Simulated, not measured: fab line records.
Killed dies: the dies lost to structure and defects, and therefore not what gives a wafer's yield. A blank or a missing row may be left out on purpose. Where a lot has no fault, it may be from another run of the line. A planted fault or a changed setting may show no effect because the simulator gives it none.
Matching of chambers ; flow gf180mcu ; GF_CONTACT_ETCH_16 on rie_diel-04 has 4 sister chambers
The step etches BARC in N2/H2. 4 wafers are shown with their chamber, then 7 later ones without.

## WAFERS, EACH WITH ITS CHAMBER
wafer;chamber;drypump_motor_current_A (A)
L684.3;2;4.7
L690.4;1;5.2
L695.1;3;6.3
L695.4;0;5.7

## WAFERS MISSING THEIR CHAMBER
wafer;drypump_motor_current_A (A)
L695.5;5.7
L699.1;5.7
L699.3;6.3
L699.5;6.3
L701.1;5.3
L701.2;4.7
L701.3;6.3

## CHAMBER TAKEN BY EACH
wafer;from the rows above;in truth
L695.5;0;0
L699.1;0;0
L699.3;3;3
L699.5;3;3
L701.1;1;1
L701.2;2;2
L701.3;3;3
7 of 7 placed correctly. Left unplaced by these rows: 0. Placed wrongly: 0.
How it was worked out, from the rows above alone: a wafer's distance from a chamber is the root of the sum, over the readings, of the square of ((its reading less the chamber's mean) divided by the reading's scatter). If the next closest chamber is less than 2 further off than the closest, the wafer can't be placed; otherwise it belongs to the closest. Each chamber's mean is taken over the wafers shown for it. The scatter: with one shown wafer a chamber, the root of the mean of the squares of how far each hidden wafer lies from its nearest shown one.
